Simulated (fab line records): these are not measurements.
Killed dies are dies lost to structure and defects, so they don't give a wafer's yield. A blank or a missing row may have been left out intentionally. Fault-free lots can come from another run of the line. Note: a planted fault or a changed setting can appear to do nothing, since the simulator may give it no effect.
A struck lot beside a sound one | flow sky130 | 14 out of 708 route steps
Sound: the wafers L875.1, L875.2, L875.6. Struck: wafers L884.2, L884.3, L884.6. Last of all comes the cause.
Per side, at each step with rows, come the tool, then ch with its chambers, and then its first start. Under that, the readings that differ: sound wafers | struck wafers | difference of the means | sigmas: that difference in standard deviations of wafers without a fault.
alike: a reading whose means differ by less than 2 such deviations, as well as words and numbers matching on both sides. not compared: withheld readings; readings where some wafer has no value; bounds like >300 that might hide an equal value; numbers whose values overlap and for which the record gives no deviation.
A row with sigmas, a row that says differs or no value, or rows on one side alone: a step with any of these is where the two part. Non-overlapping numbers with no deviation appear without sigmas and do not part them. Lack of a reading on every wafer of one side parts them only where that side has two or more wafers.

first, 3 steps without rows for these wafers: SKY_METAL3_CLEAN_21 (cleans in IPA, time 180 s); SKY_METAL3_CLEAN_22 (cleans in O3/DIW); SKY_VIA3_HDPCVD_00 (deposits SiO2, target thk 1635 nm, time 272.5 s).
SKY_VIA3_THK_MEAS_01:
  struck on film_metro-03, day 41 17:43; sound on film_metro-02, day 39 03:11
  alike: VIA3_HDPCVD_THK
SKY_VIA3_CMP_02: polishes SiO2.
  sound on cmp-01 ch 0,2,3, day 39 03:14; struck on cmp-02 ch 2,3, day 41 17:50
  alike: motor_current_A
SKY_VIA3_BOW_MEAS_03:
  struck on film_metro-02, day 41 18:09; sound on film_metro-03, day 39 03:32
  alike: VIA3_BOW
then, 6 steps without rows for these wafers: SKY_VIA3_DEHYDRATE_04 (time 60 s); SKY_VIA3_HMDS_05 (prime time 60 s); SKY_VIA3_COAT_06 (resist thk 60 nm); SKY_VIA3_COAT_07 (resist thk 450 nm); SKY_VIA3_SOFTBAKE_08 (time 90 s); SKY_VIA3_EXPOSE_09 (exposes mask VIM3, target cd 200 nm).
SKY_VIA3_PEB_10:
  sound on litho_track-01 ch 0, day 40 03:00; struck on litho_track-03, day 42 17:00
  reading         | sound          | struck | difference                    | sigmas
  exhaust_pa (Pa) | 44.4 45.7 43.1 | - - -  | no value on the struck wafers |
  not compared: chill_plate_temp_C
then, 1 step without rows for these wafers: SKY_VIA3_DEVELOP_11 (develop time 60 s).

== WHERE THEY PART ==
Within this record, at SKY_VIA3_PEB_10 only.

WHY: what had been put in by the simulator
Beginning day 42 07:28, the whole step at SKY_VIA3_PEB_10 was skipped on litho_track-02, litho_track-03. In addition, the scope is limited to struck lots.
